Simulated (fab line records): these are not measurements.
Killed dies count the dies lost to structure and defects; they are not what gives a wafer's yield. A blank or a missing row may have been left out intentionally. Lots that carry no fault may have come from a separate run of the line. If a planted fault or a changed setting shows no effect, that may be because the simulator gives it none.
What tool caused it? || flow sky130 || 24 lots with 72 wafers sampled at 5 steps, on a route of 708 steps

WHAT THE GAUGES READ, wafer by wafer
SKY_POLY_GATE_CD_MEAS_22. Usual: 150 nm for cd_nm, sd 3.
{"lot": "L074", "measured": "day 17 05:28", "on": "cd_sem-01", "cd_nm (nm)": "154 148 151", "flag": ""}
{"lot": "L075", "measured": "day 17 05:29", "on": "cd_sem-02", "cd_nm (nm)": "150 152 146", "flag": ""}
{"lot": "L076", "measured": "day 17 17:38", "on": "cd_sem-01", "cd_nm (nm)": "148 147 151", "flag": ""}
{"lot": "L077", "measured": "day 18 06:47", "on": "cd_sem-02", "cd_nm (nm)": "152 153 153", "flag": ""}
{"lot": "L078", "measured": "day 18 23:00", "on": "cd_sem-02", "cd_nm (nm)": "145 151 150", "flag": ""}
{"lot": "L079", "measured": "day 18 23:00", "on": "cd_sem-01", "cd_nm (nm)": "152 152 154", "flag": ""}
{"lot": "L080", "measured": "day 19 08:10", "on": "cd_sem-02", "cd_nm (nm)": "153 153 152", "flag": ""}
{"lot": "L081", "measured": "day 19 10:05", "on": "cd_sem-02", "cd_nm (nm)": "155 149 156", "flag": ""}
{"lot": "L082", "measured": "day 19 14:30", "on": "cd_sem-02", "cd_nm (nm)": "151 148 150", "flag": ""}
{"lot": "L083", "measured": "day 20 09:44", "on": "cd_sem-01", "cd_nm (nm)": "145 148 148", "flag": ""}
{"lot": "L084", "measured": "day 20 09:45", "on": "cd_sem-02", "cd_nm (nm)": "152 152 152", "flag": ""}
{"lot": "L085", "measured": "day 20 21:19", "on": "cd_sem-02", "cd_nm (nm)": "147 148 145", "flag": ""}
{"lot": "L086", "measured": "day 20 22:57", "on": "cd_sem-01", "cd_nm (nm)": "150 151 149", "flag": ""}
{"lot": "L087", "measured": "day 21 02:40", "on": "cd_sem-02", "cd_nm (nm)": "150 145 152", "flag": ""}
{"lot": "L088", "measured": "day 21 13:18", "on": "cd_sem-01", "cd_nm (nm)": "146 146 146", "flag": ""}
{"lot": "L089", "measured": "day 21 18:26", "on": "cd_sem-01", "cd_nm (nm)": "146 150 146", "flag": ""}
{"lot": "L090", "measured": "day 22 04:49", "on": "cd_sem-01", "cd_nm (nm)": "147 147 153", "flag": ""}
{"lot": "L091", "measured": "day 22 10:02", "on": "cd_sem-01", "cd_nm (nm)": "150 150 149", "flag": ""}
{"lot": "L092", "measured": "day 22 20:24", "on": "cd_sem-02", "cd_nm (nm)": "151 156 150", "flag": ""}
{"lot": "L093", "measured": "day 23 01:41", "on": "cd_sem-01", "cd_nm (nm)": "155 150 152", "flag": ""}
{"lot": "L094", "measured": "day 23 10:10", "on": "cd_sem-01", "cd_nm (nm)": "154 158 157", "flag": ""}
{"lot": "L095", "measured": "day 24 00:43", "on": "cd_sem-02", "cd_nm (nm)": "151 150 148", "flag": ""}
{"lot": "L096", "measured": "day 24 02:41", "on": "cd_sem-01", "cd_nm (nm)": "151 151 148", "flag": ""}
{"lot": "L097", "measured": "day 24 09:32", "on": "cd_sem-02", "cd_nm (nm)": "148 146 146", "flag": ""}

SKY_LDD_P_OVL_MEAS_08. Usual: LDD_P_OVL -0.8 nm, standard deviation 1.3.
{"lot": "L074", "measured": "day 19 18:57", "on": "overlay-01", "LDD_P_OVL (nm)": "0.7 -1.6 -1.0", "flag": ""}
{"lot": "L075", "measured": "day 19 19:19", "on": "overlay-01", "LDD_P_OVL (nm)": "-1.3 -0.9 -0.9", "flag": ""}
{"lot": "L076", "measured": "day 20 07:49", "on": "overlay-02", "LDD_P_OVL (nm)": "-0.4 -2.8 -0.9", "flag": ""}
{"lot": "L077", "measured": "day 20 21:28", "on": "overlay-02", "LDD_P_OVL (nm)": "0.0 -1.9 -0.2", "flag": ""}
{"lot": "L078", "measured": "day 21 14:13", "on": "overlay-01", "LDD_P_OVL (nm)": "0.5 1.6 -1.7", "flag": ""}
{"lot": "L079", "measured": "day 21 13:44", "on": "overlay-02", "LDD_P_OVL (nm)": "0.5 -0.8 1.3", "flag": ""}
{"lot": "L080", "measured": "day 21 23:07", "on": "overlay-02", "LDD_P_OVL (nm)": "-0.9 -0.6 1.2", "flag": ""}
{"lot": "L081", "measured": "day 22 01:16", "on": "overlay-01", "LDD_P_OVL (nm)": "-1.5 -2.2 -0.6", "flag": ""}
{"lot": "L082", "measured": "day 22 04:58", "on": "overlay-01", "LDD_P_OVL (nm)": "-0.1 -1.6 -1.0", "flag": ""}
{"lot": "L083", "measured": "day 22 23:49", "on": "overlay-01", "LDD_P_OVL (nm)": "-2.0 -1.4 -1.8", "flag": ""}
{"lot": "L084", "measured": "day 22 23:10", "on": "overlay-01", "LDD_P_OVL (nm)": "0.2 1.4 1.0", "flag": ""}
{"lot": "L085", "measured": "day 23 11:25", "on": "overlay-01", "LDD_P_OVL (nm)": "-1.7 -2.1 -2.0", "flag": ""}
{"lot": "L086", "measured": "day 23 12:43", "on": "overlay-01", "LDD_P_OVL (nm)": "-0.6 -1.6 -0.5", "flag": ""}
{"lot": "L087", "measured": "day 23 16:25", "on": "overlay-01", "LDD_P_OVL (nm)": "0.8 -1.4 -0.9", "flag": ""}
{"lot": "L088", "measured": "day 24 02:43", "on": "overlay-01", "LDD_P_OVL (nm)": "-3.0 -1.5 -1.0", "flag": ""}
{"lot": "L089", "measured": "day 24 07:58", "on": "overlay-02", "LDD_P_OVL (nm)": "0.7 1.4 -0.2", "flag": ""}
{"lot": "L090", "measured": "day 24 17:46", "on": "overlay-02", "LDD_P_OVL (nm)": "0.2 -2.3 0.9", "flag": ""}
{"lot": "L091", "measured": "day 24 22:18", "on": "overlay-01", "LDD_P_OVL (nm)": "0.3 -2.4 -3.6", "flag": ""}
{"lot": "L092", "measured": "day 25 08:52", "on": "overlay-01", "LDD_P_OVL (nm)": "0.0 0.1 -0.5", "flag": ""}
{"lot": "L093", "measured": "day 25 15:04", "on": "overlay-02", "LDD_P_OVL (nm)": "-0.9 -1.1 0.0", "flag": ""}
{"lot": "L094", "measured": "day 25 22:35", "on": "overlay-02", "LDD_P_OVL (nm)": "-2.9 -2.3 -2.5", "flag": ""}
{"lot": "L095", "measured": "day 26 13:36", "on": "overlay-02", "LDD_P_OVL (nm)": "-2.8 -3.3 -2.2", "flag": ""}
{"lot": "L096", "measured": "day 26 15:43", "on": "overlay-01", "LDD_P_OVL (nm)": "1.5 -0.1 -0.8", "flag": ""}
{"lot": "L097", "measured": "day 26 23:27", "on": "overlay-01", "LDD_P_OVL (nm)": "-0.7 -1.7 -0.1", "flag": ""}

SKY_LOCAL_INTERCONNECT_CD_MEAS_11 targets a cd of 170 nm. Usual: 169.3 nm for cd_nm, sd 1.7.
{"lot": "L074", "measured": "day 31 01:19", "on": "cd_sem-02", "cd_nm (nm)": "170.3 171.5 172.3", "flag": ""}
{"lot": "L075", "measured": "day 31 04:23", "on": "cd_sem-02", "cd_nm (nm)": "171.2 171.9 169.6", "flag": ""}
{"lot": "L076", "measured": "day 31 15:52", "on": "cd_sem-01", "cd_nm (nm)": "170.3 168.8 170.7", "flag": ""}
{"lot": "L077", "measured": "day 32 03:59", "on": "cd_sem-02", "cd_nm (nm)": "168.4 167.9 166.8", "flag": ""}
{"lot": "L078", "measured": "day 32 16:53", "on": "cd_sem-01", "cd_nm (nm)": "171.2 169.3 169.8", "flag": ""}
{"lot": "L079", "measured": "day 32 15:38", "on": "cd_sem-02", "cd_nm (nm)": "170.7 171.3 169.8", "flag": ""}
{"lot": "L080", "measured": "day 33 00:35", "on": "cd_sem-01", "cd_nm (nm)": "169.7 170.7 169.5", "flag": ""}
{"lot": "L081", "measured": "day 33 01:14", "on": "cd_sem-01", "cd_nm (nm)": "169.0 170.1 170.5", "flag": ""}
{"lot": "L082", "measured": "day 33 07:04", "on": "cd_sem-01", "cd_nm (nm)": "172.5 173.0 173.2", "flag": ""}
{"lot": "L083", "measured": "day 33 23:25", "on": "cd_sem-01", "cd_nm (nm)": "169.3 167.0 169.1", "flag": ""}
{"lot": "L084", "measured": "day 33 21:35", "on": "cd_sem-01", "cd_nm (nm)": "167.9 169.0 167.2", "flag": ""}
{"lot": "L085", "measured": "day 34 07:41", "on": "cd_sem-01", "cd_nm (nm)": "169.2 168.2 168.3", "flag": ""}
{"lot": "L086", "measured": "day 34 10:10", "on": "cd_sem-01", "cd_nm (nm)": "169.0 169.7 169.0", "flag": ""}
{"lot": "L087", "measured": "day 34 10:29", "on": "cd_sem-02", "cd_nm (nm)": "168.2 169.4 169.4", "flag": ""}
{"lot": "L088", "measured": "day 34 20:37", "on": "cd_sem-02", "cd_nm (nm)": "170.8 171.3 170.8", "flag": ""}
{"lot": "L089", "measured": "day 35 01:37", "on": "cd_sem-02", "cd_nm (nm)": "170.1 170.2 170.0", "flag": ""}
{"lot": "L090", "measured": "day 35 10:55", "on": "cd_sem-02", "cd_nm (nm)": "167.6 166.7 166.7", "flag": ""}
{"lot": "L091", "measured": "day 35 13:17", "on": "cd_sem-02", "cd_nm (nm)": "168.6 169.5 167.9", "flag": ""}
{"lot": "L092", "measured": "day 36 01:10", "on": "cd_sem-02", "cd_nm (nm)": "169.0 169.8 169.6", "flag": ""}
{"lot": "L093", "measured": "day 36 07:20", "on": "cd_sem-02", "cd_nm (nm)": "167.5 167.9 169.5", "flag": ""}
{"lot": "L094", "measured": "day 36 12:52", "on": "cd_sem-02", "cd_nm (nm)": "170.7 169.9 170.8", "flag": ""}
{"lot": "L095", "measured": "day 37 01:53", "on": "cd_sem-02", "cd_nm (nm)": "168.0 169.6 167.2", "flag": ""}
{"lot": "L096", "measured": "day 37 02:31", "on": "cd_sem-02", "cd_nm (nm)": "166.3 166.9 168.1", "flag": ""}
{"lot": "L097", "measured": "day 37 10:55", "on": "cd_sem-02", "cd_nm (nm)": "168.7 168.7 169.1", "flag": ""}

TOOL THAT RAN EACH LOT (tool first, then ch and the chambers of the sampled wafers, then the start)
{"lot": "L074", "SKY_LI_CONTACT_ETCH_14": "rie_diel-01 ch 0,1, day 29 20:20", "SKY_LI_CONTACT_STRIP_16": "plasma_asher-02 ch 0, day 29 20:28"}
{"lot": "L075", "SKY_LI_CONTACT_ETCH_14": "rie_diel-01 ch 0,2,3, day 29 23:20", "SKY_LI_CONTACT_STRIP_16": "plasma_asher-02 ch 1, day 29 23:28"}
{"lot": "L076", "SKY_LI_CONTACT_ETCH_14": "rie_diel-01 ch 0,1,2, day 30 10:19", "SKY_LI_CONTACT_STRIP_16": "plasma_asher-04 ch 0,1, day 30 10:29"}
{"lot": "L077", "SKY_LI_CONTACT_ETCH_14": "rie_diel-02 ch 0,1,2, day 30 22:35", "SKY_LI_CONTACT_STRIP_16": "plasma_asher-02 ch 0,1, day 30 22:45"}
{"lot": "L078", "SKY_LI_CONTACT_ETCH_14": "rie_diel-01 ch 0,3, day 31 12:38", "SKY_LI_CONTACT_STRIP_16": "plasma_asher-04 ch 0,1, day 31 12:46"}
{"lot": "L079", "SKY_LI_CONTACT_ETCH_14": "rie_diel-01 ch 0,2,3, day 31 10:53", "SKY_LI_CONTACT_STRIP_16": "plasma_asher-01 ch 0,1, day 31 11:01"}
{"lot": "L080", "SKY_LI_CONTACT_ETCH_14": "rie_diel-01 ch 2,3, day 31 20:14", "SKY_LI_CONTACT_STRIP_16": "plasma_asher-02 ch 0,1, day 31 20:22"}
{"lot": "L081", "SKY_LI_CONTACT_ETCH_14": "rie_diel-02 ch 0,3, day 31 21:11", "SKY_LI_CONTACT_STRIP_16": "plasma_asher-02 ch 0,1, day 31 21:19"}
{"lot": "L082", "SKY_LI_CONTACT_ETCH_14": "rie_diel-04 ch 0,1, day 32 02:56", "SKY_LI_CONTACT_STRIP_16": "plasma_asher-02 ch 0,1, day 32 03:04"}
{"lot": "L083", "SKY_LI_CONTACT_ETCH_14": "rie_diel-01 ch 0,1,3, day 32 19:50", "SKY_LI_CONTACT_STRIP_16": "plasma_asher-04 ch 0,1, day 32 19:58"}
{"lot": "L084", "SKY_LI_CONTACT_ETCH_14": "rie_diel-04 ch 1,2,3, day 32 17:23", "SKY_LI_CONTACT_STRIP_16": "plasma_asher-01 ch 0,1, day 32 17:33"}
{"lot": "L085", "SKY_LI_CONTACT_ETCH_14": "rie_diel-04 ch 1,2, day 33 03:43", "SKY_LI_CONTACT_STRIP_16": "plasma_asher-02 ch 0,1, day 33 03:50"}
{"lot": "L086", "SKY_LI_CONTACT_ETCH_14": "rie_diel-02 ch 1,3, day 33 07:22", "SKY_LI_CONTACT_STRIP_16": "plasma_asher-04 ch 0,1, day 33 07:29"}
{"lot": "L087", "SKY_LI_CONTACT_ETCH_14": "rie_diel-04 ch 0,1,3, day 33 07:53", "SKY_LI_CONTACT_STRIP_16": "plasma_asher-01 ch 0,1, day 33 08:01"}
{"lot": "L088", "SKY_LI_CONTACT_ETCH_14": "rie_diel-04 ch 0,1,3, day 33 16:53", "SKY_LI_CONTACT_STRIP_16": "plasma_asher-01 ch 0,1, day 33 17:01"}
{"lot": "L089", "SKY_LI_CONTACT_ETCH_14": "rie_diel-02 ch 0,1, day 33 22:07", "SKY_LI_CONTACT_STRIP_16": "plasma_asher-02 ch 0,1, day 33 22:17"}
{"lot": "L090", "SKY_LI_CONTACT_ETCH_14": "rie_diel-01 ch 0,3, day 34 07:29", "SKY_LI_CONTACT_STRIP_16": "plasma_asher-01 ch 0,1, day 34 07:37"}
{"lot": "L091", "SKY_LI_CONTACT_ETCH_14": "rie_diel-04 ch 2,3, day 34 09:38", "SKY_LI_CONTACT_STRIP_16": "plasma_asher-01 ch 0,1, day 34 09:46"}
{"lot": "L092", "SKY_LI_CONTACT_ETCH_14": "rie_diel-04 ch 1,2, day 34 21:47", "SKY_LI_CONTACT_STRIP_16": "plasma_asher-02 ch 0,1, day 34 21:55"}
{"lot": "L093", "SKY_LI_CONTACT_ETCH_14": "rie_diel-02 ch 1,2,3, day 35 03:38", "SKY_LI_CONTACT_STRIP_16": "plasma_asher-04 ch 0,1, day 35 03:46"}
{"lot": "L094", "SKY_LI_CONTACT_ETCH_14": "rie_diel-01 ch 1,2,3, day 35 09:35", "SKY_LI_CONTACT_STRIP_16": "plasma_asher-01 ch 0, day 35 09:43"}
{"lot": "L095", "SKY_LI_CONTACT_ETCH_14": "rie_diel-04 ch 1,2, day 35 23:35", "SKY_LI_CONTACT_STRIP_16": "plasma_asher-02 ch 0,1, day 35 23:43"}
{"lot": "L096", "SKY_LI_CONTACT_ETCH_14": "rie_diel-02 ch 0,2,3, day 36 00:07", "SKY_LI_CONTACT_STRIP_16": "plasma_asher-01 ch 0,1, day 36 00:14"}
{"lot": "L097", "SKY_LI_CONTACT_ETCH_14": "rie_diel-02 ch 0,1,3, day 36 07:50", "SKY_LI_CONTACT_STRIP_16": "plasma_asher-02 ch 0,1, day 36 07:58"}
- SKY_LI_CONTACT_ETCH_14: etches BARC in N2/H2, stops on SiO2, time 45.9 s, target depth 60 nm.
- SKY_LI_CONTACT_STRIP_16: strips in O2/N2.

WHAT THE TOOLS THEMSELVES READ (means of the sampled wafers that have a number; where no wafer has one, the mark that the record gives instead)
SKY_LI_CONTACT_ETCH_14. Usual: drypump_motor_current_A 5.8 A, standard deviation 0.33; oes_product_au 0.855 a.u., standard deviation 0.005; throttle_valve_pct 13.224 %, standard deviation 0.0086.
{"lot": "L074", "tool": "rie_diel-01", "drypump_motor_current_A (A)": 6.2, "oes_product_au (a.u.)": 0.862, "throttle_valve_pct (%)": 13.217, "flag": ""}
{"lot": "L075", "tool": "rie_diel-01", "drypump_motor_current_A (A)": 5.8, "oes_product_au (a.u.)": 0.856, "throttle_valve_pct (%)": 13.227, "flag": ""}
{"lot": "L076", "tool": "rie_diel-01", "drypump_motor_current_A (A)": 5.9, "oes_product_au (a.u.)": 0.853, "throttle_valve_pct (%)": 13.230, "flag": ""}
{"lot": "L077", "tool": "rie_diel-02", "drypump_motor_current_A (A)": 5.8, "oes_product_au (a.u.)": 0.859, "throttle_valve_pct (%)": 13.226, "flag": ""}
{"lot": "L078", "tool": "rie_diel-01", "drypump_motor_current_A (A)": 6.1, "oes_product_au (a.u.)": 0.858, "throttle_valve_pct (%)": 13.218, "flag": ""}
{"lot": "L079", "tool": "rie_diel-01", "drypump_motor_current_A (A)": 5.8, "oes_product_au (a.u.)": 0.853, "throttle_valve_pct (%)": 13.227, "flag": ""}
{"lot": "L080", "tool": "rie_diel-01", "drypump_motor_current_A (A)": 5.8, "oes_product_au (a.u.)": 0.856, "throttle_valve_pct (%)": 13.219, "flag": ""}
{"lot": "L081", "tool": "rie_diel-02", "drypump_motor_current_A (A)": 6.1, "oes_product_au (a.u.)": 0.854, "throttle_valve_pct (%)": 13.224, "flag": ""}
{"lot": "L082", "tool": "rie_diel-04", "drypump_motor_current_A (A)": 5.5, "oes_product_au (a.u.)": 0.858, "throttle_valve_pct (%)": 13.230, "flag": ""}
{"lot": "L083", "tool": "rie_diel-01", "drypump_motor_current_A (A)": 6.1, "oes_product_au (a.u.)": 0.856, "throttle_valve_pct (%)": 13.216, "flag": ""}
{"lot": "L084", "tool": "rie_diel-04", "drypump_motor_current_A (A)": 5.6, "oes_product_au (a.u.)": 0.854, "throttle_valve_pct (%)": 13.218, "flag": ""}
{"lot": "L085", "tool": "rie_diel-04", "drypump_motor_current_A (A)": 5.6, "oes_product_au (a.u.)": 0.859, "throttle_valve_pct (%)": 13.230, "flag": ""}
{"lot": "L086", "tool": "rie_diel-02", "drypump_motor_current_A (A)": 5.9, "oes_product_au (a.u.)": 0.859, "throttle_valve_pct (%)": 13.224, "flag": ""}
{"lot": "L087", "tool": "rie_diel-04", "drypump_motor_current_A (A)": 5.5, "oes_product_au (a.u.)": 0.856, "throttle_valve_pct (%)": 13.224, "flag": ""}
{"lot": "L088", "tool": "rie_diel-04", "drypump_motor_current_A (A)": 5.5, "oes_product_au (a.u.)": 0.856, "throttle_valve_pct (%)": 13.220, "flag": ""}
{"lot": "L089", "tool": "rie_diel-02", "drypump_motor_current_A (A)": 5.7, "oes_product_au (a.u.)": 0.849, "throttle_valve_pct (%)": 13.238, "flag": ""}
{"lot": "L090", "tool": "rie_diel-01", "drypump_motor_current_A (A)": 6.1, "oes_product_au (a.u.)": 0.853, "throttle_valve_pct (%)": 13.220, "flag": ""}
{"lot": "L091", "tool": "rie_diel-04", "drypump_motor_current_A (A)": 5.5, "oes_product_au (a.u.)": 0.853, "throttle_valve_pct (%)": 13.227, "flag": ""}
{"lot": "L092", "tool": "rie_diel-04", "drypump_motor_current_A (A)": 5.6, "oes_product_au (a.u.)": 0.855, "throttle_valve_pct (%)": 13.217, "flag": ""}
{"lot": "L093", "tool": "rie_diel-02", "drypump_motor_current_A (A)": 5.8, "oes_product_au (a.u.)": 0.858, "throttle_valve_pct (%)": 13.225, "flag": ""}
{"lot": "L094", "tool": "rie_diel-01", "drypump_motor_current_A (A)": 5.8, "oes_product_au (a.u.)": 0.852, "throttle_valve_pct (%)": 13.230, "flag": ""}
{"lot": "L095", "tool": "rie_diel-04", "drypump_motor_current_A (A)": 5.6, "oes_product_au (a.u.)": 0.852, "throttle_valve_pct (%)": 13.225, "flag": ""}
{"lot": "L096", "tool": "rie_diel-02", "drypump_motor_current_A (A)": 6.0, "oes_product_au (a.u.)": 0.851, "throttle_valve_pct (%)": 13.229, "flag": ""}
{"lot": "L097", "tool": "rie_diel-02", "drypump_motor_current_A (A)": 5.9, "oes_product_au (a.u.)": 0.854, "throttle_valve_pct (%)": 13.221, "flag": ""}

SKY_LI_CONTACT_STRIP_16. Usual: drypump_motor_current_A 5.68 A, standard deviation 0.25; oes_product_au 0.376 a.u., standard deviation 0.0047; strip_time_to_endpoint_s 3.50 s, standard deviation 0.041.
{"lot": "L074", "tool": "plasma_asher-02", "drypump_motor_current_A (A)": 5.42, "oes_product_au (a.u.)": 0.375, "strip_time_to_endpoint_s (s)": 3.53, "flag": ""}
{"lot": "L075", "tool": "plasma_asher-02", "drypump_motor_current_A (A)": 6.03, "oes_product_au (a.u.)": 0.377, "strip_time_to_endpoint_s (s)": 3.50, "flag": ""}
{"lot": "L076", "tool": "plasma_asher-04", "drypump_motor_current_A (A)": 5.75, "oes_product_au (a.u.)": 0.381, "strip_time_to_endpoint_s (s)": 3.55, "flag": ""}
{"lot": "L077", "tool": "plasma_asher-02", "drypump_motor_current_A (A)": 5.84, "oes_product_au (a.u.)": 0.375, "strip_time_to_endpoint_s (s)": 3.52, "flag": ""}
{"lot": "L078", "tool": "plasma_asher-04", "drypump_motor_current_A (A)": 5.57, "oes_product_au (a.u.)": 0.374, "strip_time_to_endpoint_s (s)": 3.48, "flag": ""}
{"lot": "L079", "tool": "plasma_asher-01", "drypump_motor_current_A (A)": 5.61, "oes_product_au (a.u.)": 0.375, "strip_time_to_endpoint_s (s)": 3.50, "flag": ""}
{"lot": "L080", "tool": "plasma_asher-02", "drypump_motor_current_A (A)": 5.81, "oes_product_au (a.u.)": 0.374, "strip_time_to_endpoint_s (s)": 3.46, "flag": ""}
{"lot": "L081", "tool": "plasma_asher-02", "drypump_motor_current_A (A)": 5.83, "oes_product_au (a.u.)": 0.377, "strip_time_to_endpoint_s (s)": 3.49, "flag": ""}
{"lot": "L082", "tool": "plasma_asher-02", "drypump_motor_current_A (A)": 5.84, "oes_product_au (a.u.)": 0.376, "strip_time_to_endpoint_s (s)": 3.53, "flag": ""}
{"lot": "L083", "tool": "plasma_asher-04", "drypump_motor_current_A (A)": 5.58, "oes_product_au (a.u.)": 0.375, "strip_time_to_endpoint_s (s)": 3.49, "flag": ""}
{"lot": "L084", "tool": "plasma_asher-01", "drypump_motor_current_A (A)": 5.60, "oes_product_au (a.u.)": 0.372, "strip_time_to_endpoint_s (s)": 3.53, "flag": ""}
{"lot": "L085", "tool": "plasma_asher-02", "drypump_motor_current_A (A)": 5.84, "oes_product_au (a.u.)": 0.375, "strip_time_to_endpoint_s (s)": 3.51, "flag": ""}
{"lot": "L086", "tool": "plasma_asher-04", "drypump_motor_current_A (A)": 5.74, "oes_product_au (a.u.)": 0.375, "strip_time_to_endpoint_s (s)": 3.51, "flag": ""}
{"lot": "L087", "tool": "plasma_asher-01", "drypump_motor_current_A (A)": 5.60, "oes_product_au (a.u.)": 0.377, "strip_time_to_endpoint_s (s)": 3.51, "flag": ""}
{"lot": "L088", "tool": "plasma_asher-01", "drypump_motor_current_A (A)": 5.67, "oes_product_au (a.u.)": 0.379, "strip_time_to_endpoint_s (s)": 3.52, "flag": ""}
{"lot": "L089", "tool": "plasma_asher-02", "drypump_motor_current_A (A)": 5.63, "oes_product_au (a.u.)": 0.373, "strip_time_to_endpoint_s (s)": 3.47, "flag": ""}
{"lot": "L090", "tool": "plasma_asher-01", "drypump_motor_current_A (A)": 5.63, "oes_product_au (a.u.)": 0.373, "strip_time_to_endpoint_s (s)": 3.50, "flag": ""}
{"lot": "L091", "tool": "plasma_asher-01", "drypump_motor_current_A (A)": 5.60, "oes_product_au (a.u.)": 0.378, "strip_time_to_endpoint_s (s)": 3.52, "flag": ""}
{"lot": "L092", "tool": "plasma_asher-02", "drypump_motor_current_A (A)": 5.83, "oes_product_au (a.u.)": 0.379, "strip_time_to_endpoint_s (s)": 3.50, "flag": ""}
{"lot": "L093", "tool": "plasma_asher-04", "drypump_motor_current_A (A)": 5.74, "oes_product_au (a.u.)": 0.372, "strip_time_to_endpoint_s (s)": 3.46, "flag": ""}
{"lot": "L094", "tool": "plasma_asher-01", "drypump_motor_current_A (A)": 5.55, "oes_product_au (a.u.)": 0.373, "strip_time_to_endpoint_s (s)": 3.46, "flag": ""}
{"lot": "L095", "tool": "plasma_asher-02", "drypump_motor_current_A (A)": 5.61, "oes_product_au (a.u.)": 0.371, "strip_time_to_endpoint_s (s)": 3.48, "flag": ""}
{"lot": "L096", "tool": "plasma_asher-01", "drypump_motor_current_A (A)": 5.68, "oes_product_au (a.u.)": 0.372, "strip_time_to_endpoint_s (s)": 3.47, "flag": ""}
{"lot": "L097", "tool": "plasma_asher-02", "drypump_motor_current_A (A)": 5.83, "oes_product_au (a.u.)": 0.378, "strip_time_to_endpoint_s (s)": 3.51, "flag": ""}

THE ANSWER, worked out from the rows above alone
Rule: take the mean of a lot's wafers that have a number; if it is more than 3 standard deviations from the usual mean, the lot is off. A lot without any number at a reading at which 4 lots or more have one is off too. Where the step has rows for the other lots, those lots are counted as sound. Order of review: gauges by route order, followed by the tools' own readings, for which a lot's mean as printed above is used. The first step at which some lot is off is used, and at that step the reading that is off furthest; a lot without a number counts as furthest.
None of the lots is off at any reading shown; this tells nothing.

WHAT THE SIMULATOR HAD PUT IN
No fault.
